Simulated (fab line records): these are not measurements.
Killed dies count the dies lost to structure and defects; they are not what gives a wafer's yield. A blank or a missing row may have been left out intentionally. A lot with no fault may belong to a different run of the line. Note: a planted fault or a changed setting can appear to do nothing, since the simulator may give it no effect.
What tool caused it? / flow sky130 / Sampling: 10 lots, 30 wafers, 5 of 708 route steps

WHAT THE GAUGES READ, wafer by wafer
SKY_VIA2_BOW_MEAS_03.
lot=L835; measured=day 35 13:52; on=film-metro-01; VIA2_BOW (um)=105 104 91
lot=L836; measured=day 35 20:13; on=film-metro-03; VIA2_BOW (um)=78 76 75
lot=L837; measured=day 36 05:52; on=film-metro-01; VIA2_BOW (um)=96 85 86
lot=L844; measured=day 38 11:41; on=film-metro-04; VIA2_BOW (um)=76 78 74
lot=L846; measured=day 39 06:43; on=film-metro-04; VIA2_BOW (um)=75 75 75
lot=L856; measured=day 41 22:52; on=film-metro-01; VIA2_BOW (um)=78 85 77
lot=L857; measured=day 42 03:10; on=film-metro-04; VIA2_BOW (um)=83 83 83

EACH LOT AND THE TOOL THAT RAN IT (in order: tool; ch and the chambers of the sampled wafers; start)
lot=L835; SKY_VIA1_CMP_24=cmp-02 ch 2,3, day 34 08:19; SKY_METAL2_DESCUM_17=rie-metal-04 ch 0,1, day 35 12:31; SKY_METAL2_METAL_ETCH_19=rie-metal-04 ch 0,1, day 35 12:37; SKY_METAL2_STRIP_20=plasma-asher-04 ch 0,1, day 35 12:42
lot=L836; SKY_VIA1_CMP_24=cmp-01 ch 1,2,3, day 34 14:32; SKY_METAL2_DESCUM_17=rie-metal-01 ch 0,1, day 35 18:53; SKY_METAL2_METAL_ETCH_19=rie-metal-01 ch 0,1, day 35 18:59; SKY_METAL2_STRIP_20=plasma-asher-01 ch 0,1, day 35 19:05
lot=L837; SKY_VIA1_CMP_24=cmp-01 ch 0,1,3, day 35 00:49; SKY_METAL2_DESCUM_17=rie-metal-02 ch 0,1, day 36 04:35; SKY_METAL2_METAL_ETCH_19=rie-metal-02 ch 0,1, day 36 04:41; SKY_METAL2_STRIP_20=plasma-asher-04 ch 0,1, day 36 04:47
lot=L844; SKY_VIA1_CMP_24=cmp-01 ch 2,3, day 37 07:53; SKY_METAL2_DESCUM_17=rie-metal-04 ch 0,1, day 38 10:22; SKY_METAL2_METAL_ETCH_19=rie-metal-04 ch 0,1, day 38 10:28; SKY_METAL2_STRIP_20=plasma-asher-01 ch 0,1, day 38 10:33
lot=L846; SKY_VIA1_CMP_24=cmp-02 ch 0,3, day 38 03:27; SKY_METAL2_DESCUM_17=rie-metal-04 ch 0,1, day 39 04:53; SKY_METAL2_METAL_ETCH_19=rie-metal-04 ch 0,1, day 39 04:59; SKY_METAL2_STRIP_20=plasma-asher-01 ch 0,1, day 39 05:05
lot=L851; SKY_VIA1_CMP_24=cmp-01 ch 1,3, day 39 12:47; SKY_METAL2_DESCUM_17=rie-metal-01 ch 0,1, day 40 14:04; SKY_METAL2_METAL_ETCH_19=rie-metal-01 ch 0,1, day 40 14:10; SKY_METAL2_STRIP_20=plasma-asher-02 ch 0,1, day 40 14:15
lot=L852; SKY_VIA1_CMP_24=cmp-01 ch 1,3, day 39 19:25; SKY_METAL2_DESCUM_17=rie-metal-04 ch 0,1, day 40 20:21; SKY_METAL2_METAL_ETCH_19=rie-metal-04 ch 0,1, day 40 20:28; SKY_METAL2_STRIP_20=plasma-asher-04 ch 0,1, day 40 20:34
lot=L853; SKY_VIA1_CMP_24=cmp-02 ch 0,1, day 40 13:11; SKY_METAL2_DESCUM_17=rie-metal-01 ch 0,1, day 41 14:26; SKY_METAL2_METAL_ETCH_19=rie-metal-01 ch 0,1, day 41 14:34; SKY_METAL2_STRIP_20=plasma-asher-04 ch 0,1, day 41 14:41
lot=L856; SKY_VIA1_CMP_24=cmp-02 ch 0,2,3, day 40 21:15; SKY_METAL2_DESCUM_17=rie-metal-01 ch 0,1, day 41 21:33; SKY_METAL2_METAL_ETCH_19=rie-metal-01 ch 0,1, day 41 21:40; SKY_METAL2_STRIP_20=plasma-asher-01 ch 0,1, day 41 21:46
lot=L857; SKY_VIA1_CMP_24=cmp-02 ch 2,3, day 41 01:19; SKY_METAL2_DESCUM_17=rie-metal-01 ch 0,1, day 42 01:50; SKY_METAL2_METAL_ETCH_19=rie-metal-01 ch 0,1, day 42 01:56; SKY_METAL2_STRIP_20=plasma-asher-01 ch 0,1, day 42 02:02
- SKY_VIA1_CMP_24: polishes, stops on SiO2, t overpolish 15 s, target thk 0 nm.
- SKY_METAL2_DESCUM_17: chemistry O2, time 8 s.
- SKY_METAL2_METAL_ETCH_19: etches the open film in Cl2/BCl3, stops on SiO2, target depth 360 nm, time 78 s.
- SKY_METAL2_STRIP_20: strips in O2/N2.

WHAT THE TOOLS THEMSELVES READ (means of the sampled wafers that have a number; where no wafer has one, the mark that the record gives instead)
SKY_VIA1_CMP_24.
lot=L835; tool=cmp-02; motor-current-A (A)=11.9; overpolish-run-s (s)=15.000; time-to-endpoint-s (s)=62
lot=L836; tool=cmp-01; motor-current-A (A)=11.4; overpolish-run-s (s)=14.997; time-to-endpoint-s (s)=64
lot=L837; tool=cmp-01; motor-current-A (A)=10.5; overpolish-run-s (s)=14.994; time-to-endpoint-s (s)=67
lot=L844; tool=cmp-01; motor-current-A (A)=11.8; overpolish-run-s (s)=14.996; time-to-endpoint-s (s)=61
lot=L846; tool=cmp-02; motor-current-A (A)=9.6; overpolish-run-s (s)=15.003; time-to-endpoint-s (s)=66
lot=L851; tool=cmp-01; motor-current-A (A)=11.6; overpolish-run-s (s)=15.005; time-to-endpoint-s (s)=56
lot=L852; tool=cmp-01; motor-current-A (A)=10.8; overpolish-run-s (s)=15.003; time-to-endpoint-s (s)=59
lot=L853; tool=cmp-02; motor-current-A (A)=10.0; overpolish-run-s (s)=14.998; time-to-endpoint-s (s)=67
lot=L856; tool=cmp-02; motor-current-A (A)=10.6; overpolish-run-s (s)=15.012; time-to-endpoint-s (s)=68
lot=L857; tool=cmp-02; motor-current-A (A)=12.0; overpolish-run-s (s)=14.999; time-to-endpoint-s (s)=67

SKY_METAL2_DESCUM_17.
lot=L835; tool=rie-metal-04; drypump-motor-current-A (A)=6.1; oes-product-au (a.u.)=1.001; rf-fwd-power-W (W)=146.8
lot=L836; tool=rie-metal-01; drypump-motor-current-A (A)=6.0; oes-product-au (a.u.)=0.988; rf-fwd-power-W (W)=147.3
lot=L837; tool=rie-metal-02; drypump-motor-current-A (A)=6.2; oes-product-au (a.u.)=1.001; rf-fwd-power-W (W)=146.8
lot=L844; tool=rie-metal-04; drypump-motor-current-A (A)=6.2; oes-product-au (a.u.)=0.986; rf-fwd-power-W (W)=147.1
lot=L846; tool=rie-metal-04; drypump-motor-current-A (A)=6.1; oes-product-au (a.u.)=0.994; rf-fwd-power-W (W)=146.3
lot=L851; tool=rie-metal-01; drypump-motor-current-A (A)=6.4; oes-product-au (a.u.)=0.984; rf-fwd-power-W (W)=147.1
lot=L852; tool=rie-metal-04; drypump-motor-current-A (A)=6.1; oes-product-au (a.u.)=1.000; rf-fwd-power-W (W)=147.1
lot=L853; tool=rie-metal-01; drypump-motor-current-A (A)=6.0; oes-product-au (a.u.)=0.985; rf-fwd-power-W (W)=148.0
lot=L856; tool=rie-metal-01; drypump-motor-current-A (A)=6.0; oes-product-au (a.u.)=0.993; rf-fwd-power-W (W)=147.8
lot=L857; tool=rie-metal-01; drypump-motor-current-A (A)=6.4; oes-product-au (a.u.)=0.990; rf-fwd-power-W (W)=147.2

SKY_METAL2_METAL_ETCH_19.
lot=L835; tool=rie-metal-04; bcl3-flow-sccm (sccm)=30.07; bias-w (W)=48.57; drypump-motor-current-A (A)=6.1; mfc-cl2-sccm (sccm)=59.98; oes-product-au (a.u.)=0.860; rf-fwd-power-W (W)=893; throttle-valve-pct (%)=22.263
lot=L836; tool=rie-metal-01; bcl3-flow-sccm (sccm)=29.95; bias-w (W)=48.39; drypump-motor-current-A (A)=6.0; mfc-cl2-sccm (sccm)=60.09; oes-product-au (a.u.)=0.859; rf-fwd-power-W (W)=894; throttle-valve-pct (%)=22.270
lot=L837; tool=rie-metal-02; bcl3-flow-sccm (sccm)=30.01; bias-w (W)=48.48; drypump-motor-current-A (A)=6.2; mfc-cl2-sccm (sccm)=59.97; oes-product-au (a.u.)=0.852; rf-fwd-power-W (W)=890; throttle-valve-pct (%)=22.265
lot=L844; tool=rie-metal-04; bcl3-flow-sccm (sccm)=29.95; bias-w (W)=48.55; drypump-motor-current-A (A)=6.1; mfc-cl2-sccm (sccm)=59.94; oes-product-au (a.u.)=0.859; rf-fwd-power-W (W)=893; throttle-valve-pct (%)=22.270
lot=L846; tool=rie-metal-04; bcl3-flow-sccm (sccm)=29.98; bias-w (W)=48.48; drypump-motor-current-A (A)=6.1; mfc-cl2-sccm (sccm)=60.10; oes-product-au (a.u.)=0.847; rf-fwd-power-W (W)=891; throttle-valve-pct (%)=22.262
lot=L851; tool=rie-metal-01; bcl3-flow-sccm (sccm)=-; bias-w (W)=-; drypump-motor-current-A (A)=-; mfc-cl2-sccm (sccm)=-; oes-product-au (a.u.)=-; rf-fwd-power-W (W)=-; throttle-valve-pct (%)=-
lot=L852; tool=rie-metal-04; bcl3-flow-sccm (sccm)=-; bias-w (W)=-; drypump-motor-current-A (A)=-; mfc-cl2-sccm (sccm)=-; oes-product-au (a.u.)=-; rf-fwd-power-W (W)=-; throttle-valve-pct (%)=-
lot=L853; tool=rie-metal-01; bcl3-flow-sccm (sccm)=-; bias-w (W)=-; drypump-motor-current-A (A)=-; mfc-cl2-sccm (sccm)=-; oes-product-au (a.u.)=-; rf-fwd-power-W (W)=-; throttle-valve-pct (%)=-
lot=L856; tool=rie-metal-01; bcl3-flow-sccm (sccm)=29.98; bias-w (W)=48.58; drypump-motor-current-A (A)=6.0; mfc-cl2-sccm (sccm)=60.05; oes-product-au (a.u.)=0.845; rf-fwd-power-W (W)=895; throttle-valve-pct (%)=22.262
lot=L857; tool=rie-metal-01; bcl3-flow-sccm (sccm)=30.01; bias-w (W)=48.35; drypump-motor-current-A (A)=6.4; mfc-cl2-sccm (sccm)=59.96; oes-product-au (a.u.)=0.855; rf-fwd-power-W (W)=891; throttle-valve-pct (%)=22.262

SKY_METAL2_STRIP_20.
lot=L835; tool=plasma-asher-04; drypump-motor-current-A (A)=5.7; n2-flow-sccm (sccm)=299.1; oes-product-au (a.u.)=0.348; strip-time-to-endpoint-s (s)=2.76
lot=L836; tool=plasma-asher-01; drypump-motor-current-A (A)=6.3; n2-flow-sccm (sccm)=299.7; oes-product-au (a.u.)=0.342; strip-time-to-endpoint-s (s)=2.73
lot=L837; tool=plasma-asher-04; drypump-motor-current-A (A)=5.8; n2-flow-sccm (sccm)=300.0; oes-product-au (a.u.)=0.342; strip-time-to-endpoint-s (s)=2.70
lot=L844; tool=plasma-asher-01; drypump-motor-current-A (A)=6.3; n2-flow-sccm (sccm)=300.6; oes-product-au (a.u.)=0.344; strip-time-to-endpoint-s (s)=2.68
lot=L846; tool=plasma-asher-01; drypump-motor-current-A (A)=6.3; n2-flow-sccm (sccm)=299.5; oes-product-au (a.u.)=0.347; strip-time-to-endpoint-s (s)=2.75
lot=L851; tool=plasma-asher-02; drypump-motor-current-A (A)=5.7; n2-flow-sccm (sccm)=300.0; oes-product-au (a.u.)=0.446; strip-time-to-endpoint-s (s)=5.22
lot=L852; tool=plasma-asher-04; drypump-motor-current-A (A)=5.8; n2-flow-sccm (sccm)=299.4; oes-product-au (a.u.)=0.440; strip-time-to-endpoint-s (s)=5.21
lot=L853; tool=plasma-asher-04; drypump-motor-current-A (A)=5.5; n2-flow-sccm (sccm)=300.8; oes-product-au (a.u.)=0.449; strip-time-to-endpoint-s (s)=5.20
lot=L856; tool=plasma-asher-01; drypump-motor-current-A (A)=6.4; n2-flow-sccm (sccm)=300.2; oes-product-au (a.u.)=0.339; strip-time-to-endpoint-s (s)=2.76
lot=L857; tool=plasma-asher-01; drypump-motor-current-A (A)=6.4; n2-flow-sccm (sccm)=300.5; oes-product-au (a.u.)=0.344; strip-time-to-endpoint-s (s)=2.76

THE ANSWER, worked out from the rows above alone
Rule: usual is defined by the lots themselves. Put in order of their means at a reading, lots are off if they are a third of the lots or fewer, leave a main group of 4 or more, and stand apart from it by a gap of 3 or more times the standard deviation of the main group's means; of several such gaps the widest counts. A main group is skipped when, at the precision printed for the reading in the tables above, its means are all equal. A lot without any number at a reading at which 4 lots or more have one is off too. The other lots that the step has rows for count as sound. Order of review: gauges by route order, followed by the tools' own readings, for which a lot's mean as printed above is used. At the first step where some lot is off, the reading lying furthest off is the one used; lots without a number count as furthest.
Off: L851, L852, L853 (SKY_METAL2_METAL_ETCH_19, bcl3-flow-sccm). Without a number there: L851, L852, L853. The main group: mean 29.99 sccm, standard deviation 0.039.
A tool fits if, at that step or a process step before it, it ran every lot that is off, and no sound lot after the first of them. None of those tried fits.

WHAT THE SIMULATOR HAD PUT IN
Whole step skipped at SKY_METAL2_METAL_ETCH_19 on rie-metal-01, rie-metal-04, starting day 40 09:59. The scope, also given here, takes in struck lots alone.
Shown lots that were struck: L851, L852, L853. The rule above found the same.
